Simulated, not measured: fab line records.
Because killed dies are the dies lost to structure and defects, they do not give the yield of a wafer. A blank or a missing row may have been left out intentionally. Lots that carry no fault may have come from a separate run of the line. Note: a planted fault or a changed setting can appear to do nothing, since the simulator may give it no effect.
fab line records :: flow sky130
record
  lots=6
  wafers=18
  lastDay=50
route steps=708 shown LDD_N@245 LDD_P@255 PAD_OPEN@708
lots that met no fault: taken from a fault-free run of the same line
startH: start of the lot's first displayed wafer, in hours after the record's first day :: waitH: hours from the lot's prior step to this one :: " same as the row above :: L1.1+2: a row that stands for several wafers :: - either no value or no given start :: * or withheld: withheld :: < > ~ a bound
route shown NAME@n: NAME is a module with steps in the file, n the number in the route of the first one :: usual: the fault-free wafers' mean and standard deviation :: same: alike in all rows :: chamber/n: place in a boat :: sites: per-site readings :: _std_site: the values' standard deviation :: _edge_site: mean of outer sites minus mean of inner sites :: radiusMm: for every site, how far away it sits from the centre of the wafer :: mask NAME#n: copy n :: behind: tool/chamber where the wafer was last shaped :: hold: cause of the lot's hold/its duration in hours/its outcome :: device: the n, p or np transistor that did not switch :: end of line: at the end of the route, the tests of the same wafers :: where a step has no rows: the recipe by itself :: killed: dies lost to structure and defects at the first sort, not the wafer's yield :: map: the dies of a wafer, with x for killed, . for not killed, _ for no die there
set.NAME: the setting as run; set.NAME@STEP: as run at that earlier step :: model.NAME: the simulator's own value behind a step, which no gauge read
lots seen at some steps along the route; tables by step, rows by wafer
services: the hour from which a tool's chamber was out of use, counted from the record's first day as startH (under 0 if before that day), plus the number of hours and why
## steps
# step SKY_LDD_N_IMPLANT_08
# recipe
  species=As
  energyKev=20
  doseCm2=7.5e+13
  tiltDeg=withheld
  rotationDeg=23
# step SKY_LDD_N_IMPLANT_09
# recipe
  species=As
  energyKev=20
  doseCm2=7.5e+13
  tiltDeg=withheld
  rotationDeg=113
# step SKY_LDD_N_IMPLANT_10
# recipe
  species=As
  energyKev=20
  doseCm2=7.5e+13
  tiltDeg=withheld
  rotationDeg=203
# step SKY_LDD_N_IMPLANT_11
# recipe
  species=As
  energyKev=20
  doseCm2=7.5e+13
  tiltDeg=withheld
  rotationDeg=293
# step SKY_LDD_N_IMPLANT_12
# recipe
  species=BF2
  energyKev=50
  doseCm2=5e+12
  tiltDeg=30
  rotationDeg=0
# step SKY_LDD_N_IMPLANT_13
# recipe
  species=BF2
  energyKev=50
  doseCm2=5e+12
  tiltDeg=30
  rotationDeg=90
# step SKY_LDD_N_IMPLANT_14
# recipe
  species=BF2
  energyKev=50
  doseCm2=5e+12
  tiltDeg=30
  rotationDeg=180
# step SKY_LDD_N_IMPLANT_15
# recipe
  species=BF2
  energyKev=50
  doseCm2=5e+12
  tiltDeg=30
  rotationDeg=270
# step SKY_LDD_N_STRIP_16
# recipe
  chemistry=O2/N2
  powerW=1400
  pressureMtorr=1500
  platenTempC=withheld
  o2FlowSccm=3000
  n2FlowSccm=300
  overashFraction=0.5
# usual
  drypumpMotorCurrentA=5.7/0.54
  oesProductAu=0.407/0.0047
  stripTimeToEndpointS=4.320/0.016
lot.wafer: L561.2
tool: plasmaAsher-01
chamber: 1
startH: 504.50
waitH: 0.1
drypumpMotorCurrentA: 5.5
oesProductAu: 0.405
rfHoursCounterH: 40
stripTimeToEndpointS: 4.348

lot.wafer: L561.5
tool: plasmaAsher-01
chamber: 0
startH: 504.50
waitH: 0.1
drypumpMotorCurrentA: 5.8
oesProductAu: 0.404
rfHoursCounterH: -
stripTimeToEndpointS: 4.357

lot.wafer: L561.6
tool: plasmaAsher-01
chamber: 1
startH: 504.50
waitH: 0.1
drypumpMotorCurrentA: 5.5
oesProductAu: 0.413
rfHoursCounterH: -
stripTimeToEndpointS: 4.350

lot.wafer: L563.3
tool: plasmaAsher-03
chamber: 0
startH: 526.68
waitH: 0.1
drypumpMotorCurrentA: 6.5
oesProductAu: 0.405
rfHoursCounterH: -
stripTimeToEndpointS: 4.313

lot.wafer: L563.5
tool: plasmaAsher-03
chamber: 0
startH: 526.68
waitH: 0.1
drypumpMotorCurrentA: 6.5
oesProductAu: 0.408
rfHoursCounterH: -
stripTimeToEndpointS: 4.313

lot.wafer: L563.6
tool: plasmaAsher-03
chamber: 1
startH: 526.68
waitH: 0.1
drypumpMotorCurrentA: 5.0
oesProductAu: 0.406
rfHoursCounterH: -
stripTimeToEndpointS: 4.308

lot.wafer: L566.1
tool: plasmaAsher-04
chamber: 1
startH: 550.48
waitH: 0.1
drypumpMotorCurrentA: 5.7
oesProductAu: 0.408
rfHoursCounterH: 86
stripTimeToEndpointS: 4.327

lot.wafer: L566.5
tool: plasmaAsher-04
chamber: 1
startH: 550.48
waitH: 0.1
drypumpMotorCurrentA: 5.7
oesProductAu: 0.407
rfHoursCounterH: -
stripTimeToEndpointS: 4.321

lot.wafer: L566.6
tool: plasmaAsher-04
chamber: 0
startH: 550.48
waitH: 0.1
drypumpMotorCurrentA: 5.2
oesProductAu: 0.410
rfHoursCounterH: -
stripTimeToEndpointS: 4.325

lot.wafer: L570.1
tool: plasmaAsher-03
chamber: 1
startH: 581.20
waitH: 0.1
drypumpMotorCurrentA: 5.0
oesProductAu: 0.409
rfHoursCounterH: 15
stripTimeToEndpointS: 4.327

lot.wafer: L570.4
tool: plasmaAsher-03
chamber: 1
startH: 581.20
waitH: 0.1
drypumpMotorCurrentA: 5.0
oesProductAu: 0.404
rfHoursCounterH: -
stripTimeToEndpointS: 4.304

lot.wafer: L570.6
tool: plasmaAsher-03
chamber: 0
startH: 581.20
waitH: 0.1
drypumpMotorCurrentA: 6.5
oesProductAu: 0.404
rfHoursCounterH: -
stripTimeToEndpointS: 4.326

lot.wafer: L571.4
tool: plasmaAsher-03
chamber: 1
startH: 590.28
waitH: 0.1
drypumpMotorCurrentA: 5.0
oesProductAu: 0.404
rfHoursCounterH: -
stripTimeToEndpointS: 4.323

lot.wafer: L571.5
tool: plasmaAsher-03
chamber: 0
startH: 590.28
waitH: 0.1
drypumpMotorCurrentA: 6.5
oesProductAu: 0.410
rfHoursCounterH: -
stripTimeToEndpointS: 4.313

lot.wafer: L571.6
tool: plasmaAsher-03
chamber: 1
startH: 590.28
waitH: 0.1
drypumpMotorCurrentA: 5.0
oesProductAu: 0.405
rfHoursCounterH: -
stripTimeToEndpointS: 4.321

lot.wafer: L572.2
tool: plasmaAsher-03
chamber: 0
startH: 592.00
waitH: 0.1
drypumpMotorCurrentA: 6.4
oesProductAu: 0.408
rfHoursCounterH: 16
stripTimeToEndpointS: 4.323

lot.wafer: L572.4
tool: plasmaAsher-03
chamber: 1
startH: 592.00
waitH: 0.1
drypumpMotorCurrentA: 5.0
oesProductAu: 0.409
rfHoursCounterH: -
stripTimeToEndpointS: 4.306

lot.wafer: L572.5
tool: plasmaAsher-03
chamber: 1
startH: 592.00
waitH: 0.1
drypumpMotorCurrentA: 5.0
oesProductAu: 0.407
rfHoursCounterH: -
stripTimeToEndpointS: 4.300
# step SKY_LDD_N_TW_MEAS_17
# usual
  LDD_N_TW=2602/31
lot.wafer: L561.2
tool: filmMetro-02
chamber: -
startH: 504.61
waitH: 0.1
LDD_N_TW: 2587

lot.wafer: L561.5
tool: filmMetro-02
chamber: -
startH: 504.61
waitH: 0.1
LDD_N_TW: 2575

lot.wafer: L561.6
tool: filmMetro-02
chamber: -
startH: 504.61
waitH: 0.1
LDD_N_TW: 2579

lot.wafer: L563.3
tool: filmMetro-01
chamber: -
startH: 526.77
waitH: 0.1
LDD_N_TW: 2653

lot.wafer: L563.5
tool: filmMetro-01
chamber: -
startH: 526.77
waitH: 0.1
LDD_N_TW: 2662

lot.wafer: L563.6
tool: filmMetro-01
chamber: -
startH: 526.77
waitH: 0.1
LDD_N_TW: 2649

lot.wafer: L566.1
tool: filmMetro-01
chamber: -
startH: 550.58
waitH: 0.1
LDD_N_TW: 2645

lot.wafer: L566.5
tool: filmMetro-01
chamber: -
startH: 550.58
waitH: 0.1
LDD_N_TW: 2640

lot.wafer: L566.6
tool: filmMetro-01
chamber: -
startH: 550.58
waitH: 0.1
LDD_N_TW: 2637

lot.wafer: L570.1
tool: filmMetro-02
chamber: -
startH: 581.30
waitH: 0.1
LDD_N_TW: 2573

lot.wafer: L570.4
tool: filmMetro-02
chamber: -
startH: 581.30
waitH: 0.1
LDD_N_TW: 2573

lot.wafer: L570.6
tool: filmMetro-02
chamber: -
startH: 581.30
waitH: 0.1
LDD_N_TW: 2572

lot.wafer: L571.4
tool: filmMetro-02
chamber: -
startH: 590.38
waitH: 0.1
LDD_N_TW: 2577

lot.wafer: L571.5
tool: filmMetro-02
chamber: -
startH: 590.38
waitH: 0.1
LDD_N_TW: 2578

lot.wafer: L571.6
tool: filmMetro-02
chamber: -
startH: 590.38
waitH: 0.1
LDD_N_TW: 2580

lot.wafer: L572.2
tool: filmMetro-01
chamber: -
startH: 592.11
waitH: 0.1
LDD_N_TW: 2626

lot.wafer: L572.4
tool: filmMetro-01
chamber: -
startH: 592.11
waitH: 0.1
LDD_N_TW: 2630

lot.wafer: L572.5
tool: filmMetro-01
chamber: -
startH: 592.11
waitH: 0.1
LDD_N_TW: 2637
# step SKY_LDD_P_DEHYDRATE_00
# recipe
  tempC=200
  timeS=60
# step SKY_LDD_P_HMDS_01
# recipe
  primeTimeS=60
  primeTempC=120
# step SKY_LDD_P_COAT_02
# recipe
  resist=NOVOLAK
  spinRpm=3000
  resistThkNm=1140
# usual
  dispensePressureKPa=53.5/3
lot.wafer: L561.2
tool: lithoTrack-01
chamber: 0
startH: 520.27
waitH: 0.1
dispensePressureKPa: 53.1
model.NOVOLAK_of_LDD_P_COAT_02.thkNm: 1460

lot.wafer: L561.5
tool: lithoTrack-01
chamber: 0
startH: 520.27
waitH: 0.1
dispensePressureKPa: 53.2
model.NOVOLAK_of_LDD_P_COAT_02.thkNm: 1461

lot.wafer: L561.6
tool: lithoTrack-01
chamber: 0
startH: 520.27
waitH: 0.1
dispensePressureKPa: 53.2
model.NOVOLAK_of_LDD_P_COAT_02.thkNm: 1461

lot.wafer: L563.3
tool: lithoTrack-01
chamber: 0
startH: 542.10
waitH: 0.1
dispensePressureKPa: 53.2
model.NOVOLAK_of_LDD_P_COAT_02.thkNm: 1464

lot.wafer: L563.5
tool: lithoTrack-01
chamber: 0
startH: 542.10
waitH: 0.1
dispensePressureKPa: 53.2
model.NOVOLAK_of_LDD_P_COAT_02.thkNm: 1464

lot.wafer: L563.6
tool: lithoTrack-01
chamber: 0
startH: 542.10
waitH: 0.1
dispensePressureKPa: 53.2
model.NOVOLAK_of_LDD_P_COAT_02.thkNm: 1461

lot.wafer: L566.1
tool: lithoTrack-03
chamber: 0
startH: 564.03
waitH: 0.1
dispensePressureKPa: 50.4
model.NOVOLAK_of_LDD_P_COAT_02.thkNm: 1139

lot.wafer: L566.5
tool: lithoTrack-03
chamber: 0
startH: 564.03
waitH: 0.1
dispensePressureKPa: 50.4
model.NOVOLAK_of_LDD_P_COAT_02.thkNm: 1139

lot.wafer: L566.6
tool: lithoTrack-03
chamber: 0
startH: 564.03
waitH: 0.1
dispensePressureKPa: 50.4
model.NOVOLAK_of_LDD_P_COAT_02.thkNm: 1141

lot.wafer: L570.1
tool: lithoTrack-02
chamber: 0
startH: 595.04
waitH: 0.1
dispensePressureKPa: 58.3
model.NOVOLAK_of_LDD_P_COAT_02.thkNm: 1139

lot.wafer: L570.4
tool: lithoTrack-02
chamber: 0
startH: 595.04
waitH: 0.1
dispensePressureKPa: 58.3
model.NOVOLAK_of_LDD_P_COAT_02.thkNm: 1138

lot.wafer: L570.6
tool: lithoTrack-02
chamber: 0
startH: 595.04
waitH: 0.1
dispensePressureKPa: 58.2
model.NOVOLAK_of_LDD_P_COAT_02.thkNm: 1142

lot.wafer: L571.4
tool: lithoTrack-01
chamber: 0
startH: 604.17
waitH: 0.1
dispensePressureKPa: 53.1
model.NOVOLAK_of_LDD_P_COAT_02.thkNm: 1141

lot.wafer: L571.5
tool: lithoTrack-01
chamber: 0
startH: 604.17
waitH: 0.1
dispensePressureKPa: 53.2
model.NOVOLAK_of_LDD_P_COAT_02.thkNm: 1141

lot.wafer: L571.6
tool: lithoTrack-01
chamber: 0
startH: 604.17
waitH: 0.1
dispensePressureKPa: 53.2
model.NOVOLAK_of_LDD_P_COAT_02.thkNm: 1143

lot.wafer: L572.2
tool: lithoTrack-03
chamber: 0
startH: 606.46
waitH: 0.1
dispensePressureKPa: 50.4
model.NOVOLAK_of_LDD_P_COAT_02.thkNm: 1144

lot.wafer: L572.4
tool: lithoTrack-03
chamber: 0
startH: 606.46
waitH: 0.1
dispensePressureKPa: 50.5
model.NOVOLAK_of_LDD_P_COAT_02.thkNm: 1145

lot.wafer: L572.5
tool: lithoTrack-03
chamber: 0
startH: 606.46
waitH: 0.1
dispensePressureKPa: 50.4
model.NOVOLAK_of_LDD_P_COAT_02.thkNm: 1142
# step SKY_LDD_P_SOFTBAKE_03
# recipe
  tempC=90
  timeS=60
  resist=NOVOLAK
# step SKY_LDD_P_EXPOSE_04
# recipe
  maskId=PSDM
  na=0.6
  sourceShape=conventional
  sigmaOuter=0.6
  polarization=unpolarized
  targetCdNm=380
  doseMj=138
# step SKY_LDD_P_PEB_05
# recipe
  tempC=withheld
  timeS=*
  resist=NOVOLAK
# step SKY_LDD_P_DEVELOP_06
# recipe
  resist=NOVOLAK
  developer=TMAH
  developTimeS=60
  devTempC=23
lot.wafer: L561.2
tool: lithoTrack-01
chamber: 0
startH: 534.62
waitH: 0.1
model.NOVOLAK_of_LDD_P_COAT_02.thkNm: 1459

lot.wafer: L561.5+6
tool: lithoTrack-01
chamber: 0
startH: 534.62
waitH: 0.1
model.NOVOLAK_of_LDD_P_COAT_02.thkNm: 1461

lot.wafer: L563.3+5
tool: lithoTrack-03
chamber: 0
startH: 556.93
waitH: 0.1
model.NOVOLAK_of_LDD_P_COAT_02.thkNm: 1464

lot.wafer: L563.6
tool: lithoTrack-03
chamber: 0
startH: 556.93
waitH: 0.1
model.NOVOLAK_of_LDD_P_COAT_02.thkNm: 1461

lot.wafer: L566.1+5
tool: lithoTrack-01
chamber: 0
startH: 578.69
waitH: 0.1
model.NOVOLAK_of_LDD_P_COAT_02.thkNm: 1139

lot.wafer: L566.6
tool: lithoTrack-01
chamber: 0
startH: 578.69
waitH: 0.1
model.NOVOLAK_of_LDD_P_COAT_02.thkNm: 1141

lot.wafer: L570.1+4
tool: lithoTrack-02
chamber: 0
startH: 610.04
waitH: 0.1
model.NOVOLAK_of_LDD_P_COAT_02.thkNm: 1138

lot.wafer: L570.6
tool: lithoTrack-02
chamber: 0
startH: 610.04
waitH: 0.1
model.NOVOLAK_of_LDD_P_COAT_02.thkNm: 1142

lot.wafer: L571.4
tool: lithoTrack-01
chamber: 0
startH: 618.92
waitH: 0.1
model.NOVOLAK_of_LDD_P_COAT_02.thkNm: 1140

lot.wafer: L571.5
tool: lithoTrack-01
chamber: 0
startH: 618.92
waitH: 0.1
model.NOVOLAK_of_LDD_P_COAT_02.thkNm: 1141

lot.wafer: L571.6
tool: lithoTrack-01
chamber: 0
startH: 618.92
waitH: 0.1
model.NOVOLAK_of_LDD_P_COAT_02.thkNm: 1142

lot.wafer: L572.2
tool: lithoTrack-03
chamber: 0
startH: 620.86
waitH: 0.1
model.NOVOLAK_of_LDD_P_COAT_02.thkNm: 1143

lot.wafer: L572.4
tool: lithoTrack-03
chamber: 0
startH: 620.86
waitH: 0.1
model.NOVOLAK_of_LDD_P_COAT_02.thkNm: 1145

lot.wafer: L572.5
tool: lithoTrack-03
chamber: 0
startH: 620.86
waitH: 0.1
model.NOVOLAK_of_LDD_P_COAT_02.thkNm: 1142
# step SKY_LDD_P_CD_MEAS_07
# recipe
  targetCdNm=380
# usual
  cdNm=378.8/2.4
lot.wafer: L561.2
tool: cdSem-01
chamber: -
startH: 534.77
waitH: 0.1
cdNm: 351.5

lot.wafer: L561.5
tool: cdSem-01
chamber: -
startH: 534.77
waitH: 0.1
cdNm: 351.5

lot.wafer: L561.6
tool: cdSem-01
chamber: -
startH: 534.77
waitH: 0.1
cdNm: 351.1

lot.wafer: L563.3
tool: cdSem-02
chamber: -
startH: 557.07
waitH: 0.1
cdNm: 353.1

lot.wafer: L563.5
tool: cdSem-02
chamber: -
startH: 557.07
waitH: 0.1
cdNm: 351.4

lot.wafer: L563.6
tool: cdSem-02
chamber: -
startH: 557.07
waitH: 0.1
cdNm: 352.1

lot.wafer: L566.1
tool: cdSem-01
chamber: -
startH: 578.84
waitH: 0.1
cdNm: 378.8

lot.wafer: L566.5
tool: cdSem-01
chamber: -
startH: 578.84
waitH: 0.1
cdNm: 379.0

lot.wafer: L566.6
tool: cdSem-01
chamber: -
startH: 578.84
waitH: 0.1
cdNm: 378.6

lot.wafer: L570.1
tool: cdSem-02
chamber: -
startH: 610.19
waitH: 0.1
cdNm: 373.1

lot.wafer: L570.4
tool: cdSem-02
chamber: -
startH: 610.19
waitH: 0.1
cdNm: 374.0

lot.wafer: L570.6
tool: cdSem-02
chamber: -
startH: 610.19
waitH: 0.1
cdNm: 374.8

lot.wafer: L571.4
tool: cdSem-02
chamber: -
startH: 619.06
waitH: 0.1
cdNm: 381.2

lot.wafer: L571.5
tool: cdSem-02
chamber: -
startH: 619.06
waitH: 0.1
cdNm: 378.4

lot.wafer: L571.6
tool: cdSem-02
chamber: -
startH: 619.06
waitH: 0.1
cdNm: 377.0

lot.wafer: L572.2
tool: cdSem-01
chamber: -
startH: 621.05
waitH: 0.2
cdNm: 376.6

lot.wafer: L572.4
tool: cdSem-01
chamber: -
startH: 621.05
waitH: 0.2
cdNm: 379.9

lot.wafer: L572.5
tool: cdSem-01
chamber: -
startH: 621.05
waitH: 0.2
cdNm: 378.2
# step SKY_LDD_P_OVL_MEAS_08
# usual
  LDD_P_OVL=1.1/1.2
lot.wafer: L561.2
tool: overlay-02
chamber: -
startH: 534.87
waitH: 0.1
LDD_P_OVL[nm]: 0.5

lot.wafer: L561.5
tool: overlay-02
chamber: -
startH: 534.87
waitH: 0.1
LDD_P_OVL[nm]: 2.3

lot.wafer: L561.6
tool: overlay-02
chamber: -
startH: 534.87
waitH: 0.1
LDD_P_OVL[nm]: 0.4

lot.wafer: L563.3
tool: overlay-02
chamber: -
startH: 557.17
waitH: 0.1
LDD_P_OVL[nm]: -0.3

lot.wafer: L563.5
tool: overlay-02
chamber: -
startH: 557.17
waitH: 0.1
LDD_P_OVL[nm]: 1.3

lot.wafer: L563.6
tool: overlay-02
chamber: -
startH: 557.17
waitH: 0.1
LDD_P_OVL[nm]: 1.2

lot.wafer: L566.1
tool: overlay-02
chamber: -
startH: 578.96
waitH: 0.1
LDD_P_OVL[nm]: 2.3

lot.wafer: L566.5
tool: overlay-02
chamber: -
startH: 578.96
waitH: 0.1
LDD_P_OVL[nm]: 0.7

lot.wafer: L566.6
tool: overlay-02
chamber: -
startH: 578.96
waitH: 0.1
LDD_P_OVL[nm]: 1.9

lot.wafer: L570.1
tool: overlay-02
chamber: -
startH: 610.31
waitH: 0.1
LDD_P_OVL[nm]: 0.5

lot.wafer: L570.4
tool: overlay-02
chamber: -
startH: 610.31
waitH: 0.1
LDD_P_OVL[nm]: -0.8

lot.wafer: L570.6
tool: overlay-02
chamber: -
startH: 610.31
waitH: 0.1
LDD_P_OVL[nm]: -0.1

lot.wafer: L571.4
tool: overlay-01
chamber: -
startH: 619.13
waitH: 0.1
LDD_P_OVL[nm]: 1.3

lot.wafer: L571.5
tool: overlay-01
chamber: -
startH: 619.13
waitH: 0.1
LDD_P_OVL[nm]: 1.2

lot.wafer: L571.6
tool: overlay-01
chamber: -
startH: 619.13
waitH: 0.1
LDD_P_OVL[nm]: -1.6

lot.wafer: L572.2
tool: overlay-01
chamber: -
startH: 621.16
waitH: 0.1
LDD_P_OVL[nm]: 2.5

lot.wafer: L572.4
tool: overlay-01
chamber: -
startH: 621.16
waitH: 0.1
LDD_P_OVL[nm]: 3.6

lot.wafer: L572.5
tool: overlay-01
chamber: -
startH: 621.16
waitH: 0.1
LDD_P_OVL[nm]: 1.7
# step SKY_LDD_P_IMPLANT_09
# recipe
  species=BF2
  energyKev=25
  doseCm2=1e+13
  tiltDeg=withheld
# step SKY_LDD_P_STRIP_10
# recipe
  chemistry=O2/N2
  powerW=1400
  pressureMtorr=1500
  platenTempC=withheld
  o2FlowSccm=3000
  n2FlowSccm=300
  overashFraction=0.5
# usual
  drypumpMotorCurrentA=5.7/0.53
  oesProductAu=0.715/0.0042
  stripTimeToEndpointS=14.18/0.039
lot.wafer: L561.2
tool: plasmaAsher-03
chamber: 1
startH: 535.05
waitH: 0.1
drypumpMotorCurrentA: 5.0
oesProductAu: 0.717
rfHoursCounterH: 10
stripTimeToEndpointS: 17.75

lot.wafer: L561.5
tool: plasmaAsher-03
chamber: 1
startH: 535.05
waitH: 0.1
drypumpMotorCurrentA: 5.0
oesProductAu: 0.714
rfHoursCounterH: -
stripTimeToEndpointS: 17.78

lot.wafer: L561.6
tool: plasmaAsher-03
chamber: 0
startH: 535.05
waitH: 0.1
drypumpMotorCurrentA: 6.5
oesProductAu: 0.716
rfHoursCounterH: -
stripTimeToEndpointS: 17.77

lot.wafer: L563.3
tool: plasmaAsher-03
chamber: 0
startH: 557.37
waitH: 0.1
drypumpMotorCurrentA: 6.5
oesProductAu: 0.720
rfHoursCounterH: -
stripTimeToEndpointS: 17.80

lot.wafer: L563.5
tool: plasmaAsher-03
chamber: 1
startH: 557.37
waitH: 0.1
drypumpMotorCurrentA: 5.0
oesProductAu: 0.720
rfHoursCounterH: -
stripTimeToEndpointS: 17.81

lot.wafer: L563.6
tool: plasmaAsher-03
chamber: 0
startH: 557.37
waitH: 0.1
drypumpMotorCurrentA: 6.5
oesProductAu: 0.721
rfHoursCounterH: -
stripTimeToEndpointS: 17.76

lot.wafer: L566.1
tool: plasmaAsher-03
chamber: 1
startH: 579.15
waitH: 0.1
drypumpMotorCurrentA: 5.0
oesProductAu: 0.721
rfHoursCounterH: 15
stripTimeToEndpointS: 14.18

lot.wafer: L566.5
tool: plasmaAsher-03
chamber: 1
startH: 579.15
waitH: 0.1
drypumpMotorCurrentA: 5.0
oesProductAu: 0.719
rfHoursCounterH: -
stripTimeToEndpointS: 14.17

lot.wafer: L566.6
tool: plasmaAsher-03
chamber: 0
startH: 579.15
waitH: 0.1
drypumpMotorCurrentA: 6.5
oesProductAu: 0.712
rfHoursCounterH: -
stripTimeToEndpointS: 14.19

lot.wafer: L570.1
tool: plasmaAsher-03
chamber: 1
startH: 610.49
waitH: 0.1
drypumpMotorCurrentA: 5.0
oesProductAu: 0.717
rfHoursCounterH: 18
stripTimeToEndpointS: 14.16

lot.wafer: L570.4
tool: plasmaAsher-03
chamber: 0
startH: 610.49
waitH: 0.1
drypumpMotorCurrentA: 6.5
oesProductAu: 0.710
rfHoursCounterH: -
stripTimeToEndpointS: 14.15

lot.wafer: L570.6
tool: plasmaAsher-03
chamber: 0
startH: 610.49
waitH: 0.1
drypumpMotorCurrentA: 6.5
oesProductAu: 0.720
rfHoursCounterH: -
stripTimeToEndpointS: 14.21

lot.wafer: L571.4
tool: plasmaAsher-02
chamber: 0
startH: 619.33
waitH: 0.1
drypumpMotorCurrentA: 5.7
oesProductAu: 0.711
rfHoursCounterH: -
stripTimeToEndpointS: 14.18

lot.wafer: L571.5
tool: plasmaAsher-02
chamber: 1
startH: 619.33
waitH: 0.1
drypumpMotorCurrentA: 5.4
oesProductAu: 0.714
rfHoursCounterH: -
stripTimeToEndpointS: 14.21

lot.wafer: L571.6
tool: plasmaAsher-02
chamber: 0
startH: 619.33
waitH: 0.1
drypumpMotorCurrentA: 5.7
oesProductAu: 0.712
rfHoursCounterH: -
stripTimeToEndpointS: 14.21

lot.wafer: L572.2
tool: plasmaAsher-03
chamber: 1
startH: 621.34
waitH: 0.1
drypumpMotorCurrentA: 5.0
oesProductAu: 0.713
rfHoursCounterH: 19
stripTimeToEndpointS: 14.22

lot.wafer: L572.4
tool: plasmaAsher-03
chamber: 1
startH: 621.34
waitH: 0.1
drypumpMotorCurrentA: 5.0
oesProductAu: 0.710
rfHoursCounterH: -
stripTimeToEndpointS: 14.26

lot.wafer: L572.5
tool: plasmaAsher-03
chamber: 1
startH: 621.34
waitH: 0.1
drypumpMotorCurrentA: 5.0
oesProductAu: 0.714
rfHoursCounterH: -
stripTimeToEndpointS: 14.21
# step SKY_LDD_P_TW_MEAS_11
# usual
  LDD_P_TW=631/7.2
lot.wafer: L561.2
tool: filmMetro-02
chamber: -
startH: 535.16
waitH: 0.1
LDD_P_TW: 630

lot.wafer: L561.5
tool: filmMetro-02
chamber: -
startH: 535.16
waitH: 0.1
LDD_P_TW: 627

lot.wafer: L561.6
tool: filmMetro-02
chamber: -
startH: 535.16
waitH: 0.1
LDD_P_TW: 627

lot.wafer: L563.3
tool: filmMetro-03
chamber: -
startH: 557.46
waitH: 0.1
LDD_P_TW: 639

lot.wafer: L563.5
tool: filmMetro-03
chamber: -
startH: 557.46
waitH: 0.1
LDD_P_TW: 642

lot.wafer: L563.6
tool: filmMetro-03
chamber: -
startH: 557.46
waitH: 0.1
LDD_P_TW: 636

lot.wafer: L566.1
tool: filmMetro-03
chamber: -
startH: 579.25
waitH: 0.1
LDD_P_TW: 638

lot.wafer: L566.5
tool: filmMetro-03
chamber: -
startH: 579.25
waitH: 0.1
LDD_P_TW: 640

lot.wafer: L566.6
tool: filmMetro-03
chamber: -
startH: 579.25
waitH: 0.1
LDD_P_TW: 638

lot.wafer: L570.1
tool: filmMetro-03
chamber: -
startH: 610.59
waitH: 0.1
LDD_P_TW: 641

lot.wafer: L570.4
tool: filmMetro-03
chamber: -
startH: 610.59
waitH: 0.1
LDD_P_TW: 640

lot.wafer: L570.6
tool: filmMetro-03
chamber: -
startH: 610.59
waitH: 0.1
LDD_P_TW: 646

lot.wafer: L571.4
tool: filmMetro-02
chamber: -
startH: 619.43
waitH: 0.1
LDD_P_TW: 635

lot.wafer: L571.5
tool: filmMetro-02
chamber: -
startH: 619.43
waitH: 0.1
LDD_P_TW: 635

lot.wafer: L571.6
tool: filmMetro-02
chamber: -
startH: 619.43
waitH: 0.1
LDD_P_TW: 634

lot.wafer: L572.2
tool: filmMetro-02
chamber: -
startH: 621.45
waitH: 0.1
LDD_P_TW: 637

lot.wafer: L572.4
tool: filmMetro-02
chamber: -
startH: 621.45
waitH: 0.1
LDD_P_TW: 632

lot.wafer: L572.5
tool: filmMetro-02
chamber: -
startH: 621.45
waitH: 0.1
LDD_P_TW: 637
# step SKY_PAD_OPEN_PROBE_99
# usual
  killed_at_M0_to_M3=44/6.9
  killed_at_M4_up=3.3/1.8
  killedAtContacts=24/5
  killedAtFrontEnd=16/4.6
  killedAtOther=0.2/0.42
  killedDies=88/9.2
  killedOnRim=17/3.5
  killedOpen=48/7.3
  killedShort=40/6.5
# same
  grossDies=492
  killedAtBackSide=0
lot.wafer: L571.4
tool: prober-02
chamber: -
startH: 1192.71
waitH: 0.2
killed_at_M0_to_M3: 35
killed_at_M4_up: 4
killedAtContacts: 16
killedAtFrontEnd: 22
killedAtOther: 0
killedDies: 77
killedOnRim: 18
killedOpen: 44
killedShort: 33

lot.wafer: L571.5
tool: prober-02
chamber: -
startH: 1192.76
waitH: 0.2
killed_at_M0_to_M3: 51
killed_at_M4_up: 1
killedAtContacts: 20
killedAtFrontEnd: 19
killedAtOther: 0
killedDies: 91
killedOnRim: 19
killedOpen: 52
killedShort: 39

lot.wafer: L571.6
tool: prober-02
chamber: -
startH: 1192.81
waitH: 0.2
killed_at_M0_to_M3: 36
killed_at_M4_up: 1
killedAtContacts: 27
killedAtFrontEnd: 18
killedAtOther: 0
killedDies: 82
killedOnRim: 11
killedOpen: 47
killedShort: 35
# killed by level:class
L571.4 CONTACT:geometricParticle:open=8 VIA1:geometricParticle:open=8 FIELD_ISO:geometricParticle:open=7 VIA1:geometricParticle:short=5 VIA3:geometricParticle:open=5 FIELD_ISO:geometricParticle:short=4 METAL1:geometricParticle:short=4 METAL2:geometricParticle:short=4
L571.5 VIA1:geometricParticle:open=13 VIA3:geometricParticle:open=8 LI_CONTACT:geometricParticle:open=7 VIA2:geometricParticle:open=7 METAL1:geometricParticle:short=6 FIELD_ISO:geometricParticle:open=5 POLY_GATE:geometricParticle:short=5 LOCAL_INTERCONNECT:geometricParticle:short=4
L571.6 VIA1:geometricParticle:open=12 CONTACT:geometricParticle:open=10 LI_CONTACT:geometricParticle:open=9 FIELD_ISO:geometricParticle:short=6 METAL2:geometricParticle:short=6 FIELD_ISO:geometricParticle:open=5 VIA2:geometricParticle:open=5 LI_CONTACT:geometricParticle:short=4
## services
tool: plasmaAsher-03
chamber: -
startH: 491.41
hours: 2.8
kind: pm

tool: plasmaAsher-02
chamber: -
startH: 513.27
hours: 4.5
kind: repair

tool: plasmaAsher-04
chamber: -
startH: 577.74
hours: 1.3
kind: repair

tool: plasmaAsher-04
chamber: -
startH: 606.64
hours: 2.8
kind: pm

tool: plasmaAsher-01
chamber: -
startH: 614.40
hours: 28.1
kind: pm
## key
firstSign
  step=SKY_LDD_P_CD_MEAS_07
  reading=cdNm
  direction=down
  sigmas=11
  usual=378.8
  struck=351.8
effect
  step=SKY_LDD_P_STRIP_10
  reading=stripTimeToEndpointS
  direction=up
  sigmas=92
  usual=*
  struck=*
modelEffect
  step=SKY_LDD_P_COAT_02
  value=NOVOLAK_of_LDD_P_COAT_02.thkNm
  without=1138
  struck=1462
modelEffect
  step=SKY_LDD_P_DEVELOP_06
  value=NOVOLAK_of_LDD_P_COAT_02.thkNm
  without=1138
  struck=1462
metAt SKY_LDD_P_COAT_02
struckWafers L561.2,L561.5,L561.6,L563.3,L563.5,L563.6
testerLeftOut L561,L563
fault
  kind=processParameterDrift
  tool=lithoTrack-01
  chamber=-
  onsetH=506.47
  steps=SKY_LDD_P_COAT_02
  channel=resistThkNm
  offset=323.99
  shape=step
  endH=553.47
  actsIn=theseRecipesOnly
  stated=1140
# testerLeftOut: of these lots the tester's yield and bins aren't shown, on N5 and GAA mostly nor the transistor test; their killed dies are dies lost to structure and defects alone, not to doping, threshold or leakage, so they don't give the yield
